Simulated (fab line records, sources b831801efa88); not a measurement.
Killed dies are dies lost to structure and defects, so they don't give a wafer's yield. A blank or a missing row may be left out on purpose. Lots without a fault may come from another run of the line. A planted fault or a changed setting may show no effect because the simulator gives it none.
Tool commonality check | flow sky130 | 12 lots, 36 wafers sampled

WHY IT WAS OPENED
At SKY_SONOS_ONO_THK_MEAS_05 the reading SONOS_ONO_CVD_04_THK is flagged on 4 of 12 lots. Wafers without a fault read 5.75 nm, standard deviation 0.11.
Rule: a lot is flagged when every wafer of it that has a number lies more than 4 standard deviations from that mean, or none has a number. The other lots count as sound.

lot  | measured     | on            | SONOS_ONO_CVD_04_THK (nm), wafer by wafer | flag
L956 | day 12 04:11 | film_metro-04 | 6.63 6.66 6.64                            | FLAGGED
L957 | day 12 11:50 | film_metro-03 | 6.47 6.62 6.58                            | FLAGGED
L958 | day 12 19:59 | film_metro-04 | 6.63 6.84 6.78                            | FLAGGED
L959 | day 12 19:59 | film_metro-03 | 6.69 6.85 6.79                            | FLAGGED
L966 | day 15 12:02 | film_metro-02 | 5.71 5.70 5.68                            |
L967 | day 15 16:03 | film_metro-03 | 5.64 5.60 5.66                            |
L969 | day 16 08:35 | film_metro-02 | 5.77 5.73 5.72                            |
L970 | day 16 23:55 | film_metro-04 | 5.78 5.89 5.82                            |
L971 | day 17 03:50 | film_metro-04 | 5.68 5.76 5.70                            |
L973 | day 17 14:58 | film_metro-02 | 5.72 5.73 5.72                            |
L974 | day 18 01:14 | film_metro-03 | 5.76 5.91 5.69                            |
L976 | day 18 18:55 | film_metro-04 | 5.86 5.87 5.85                            |
The numbers of the flagged lots are 6.68 nm on average: +0.93 nm against the usual, or +8 standard deviations.

WHICH TOOL RAN EACH LOT
The record holds 2 process steps before the reading, out of a route of 708 steps. In each cell: the tool, then ch and the chambers that the sampled wafers went through, then the start.
lot  | flag    | SKY_FIELD_ISO_STRIP_16              | SKY_SONOS_ONO_CVD_04
L956 | FLAGGED | plasma_asher-03 ch 0,1, day 2 18:02 | lpcvd-03 ch 1, day 12 02:56
L957 | FLAGGED | plasma_asher-02 ch 0,1, day 3 00:31 | lpcvd-03 ch 1, day 12 10:35
L958 | FLAGGED | plasma_asher-03 ch 0,1, day 3 02:23 | lpcvd-03 ch 1, day 12 18:43
L959 | FLAGGED | plasma_asher-03 ch 0,1, day 3 06:58 | lpcvd-03 ch 0, day 12 18:43
L966 |         | plasma_asher-04 ch 0,1, day 4 18:28 | lpcvd-03 ch 1, day 15 10:09
L967 |         | plasma_asher-02 ch 0,1, day 5 00:44 | lpcvd-03 ch 1, day 15 14:47
L969 |         | plasma_asher-04 ch 0,1, day 5 10:19 | lpcvd-03 ch 0, day 16 07:20
L970 |         | plasma_asher-03 ch 0,1, day 5 15:38 | lpcvd-03 ch 0, day 16 22:40
L971 |         | plasma_asher-04 ch 0,1, day 5 22:13 | lpcvd-03 ch 0, day 17 02:35
L973 |         | plasma_asher-03 ch 0,1, day 6 09:07 | lpcvd-03 ch 0, day 17 13:05
L974 |         | plasma_asher-02 ch 0,1, day 6 13:44 | lpcvd-03 ch 0, day 17 23:59
L976 |         | plasma_asher-02 ch 0,1, day 7 03:25 | lpcvd-03 ch 1, day 18 17:40
What these steps do:
- SKY_FIELD_ISO_STRIP_16: strips in O2/N2.
- SKY_SONOS_ONO_CVD_04: deposits SiO2 from SiH4/N2O, target thk 5.7199 nm.
- SKY_SONOS_ONO_THK_MEAS_05

FLAGGED OVER TOTAL, TOOL BY TOOL (the gauges that took the reading come last)
step                      | tool            | lots run | flagged | share of the flagged lots | sound lots run after its first flagged lot
SKY_FIELD_ISO_STRIP_16    | plasma_asher-02 | 4        | 1       | some                      | 3 (L967,L974,L976)
SKY_FIELD_ISO_STRIP_16    | plasma_asher-03 | 5        | 3       | some                      | 2 (L970,L973)
SKY_FIELD_ISO_STRIP_16    | plasma_asher-04 | 3        | 0       | none                      | -
SKY_SONOS_ONO_CVD_04      | lpcvd-03        | 12       | 4       | all                       | 8 (L966,L967,L969,L970,L971,L973,L974,L976)
SKY_SONOS_ONO_THK_MEAS_05 | film_metro-02   | 3        | 0       | none                      | -
SKY_SONOS_ONO_THK_MEAS_05 | film_metro-03   | 4        | 2       | some                      | 2 (L967,L974)
SKY_SONOS_ONO_THK_MEAS_05 | film_metro-04   | 5        | 2       | some                      | 3 (L970,L971,L976)

WHAT THE TABLE ALLOWS
1 row of the table ran every flagged lot: lpcvd-03 at SKY_SONOS_ONO_CVD_04.
- lpcvd-03 at SKY_SONOS_ONO_CVD_04: 4 of its 12 lots flagged. Sound lots ran on it after the first flagged one (L966, L967, L969, L970, L971, L973, L974, L976), which a lasting fault on the whole tool wouldn't allow.
No row of the table ran every flagged lot and no sound lot after the first.

WHAT THE SIMULATOR HAD PUT IN
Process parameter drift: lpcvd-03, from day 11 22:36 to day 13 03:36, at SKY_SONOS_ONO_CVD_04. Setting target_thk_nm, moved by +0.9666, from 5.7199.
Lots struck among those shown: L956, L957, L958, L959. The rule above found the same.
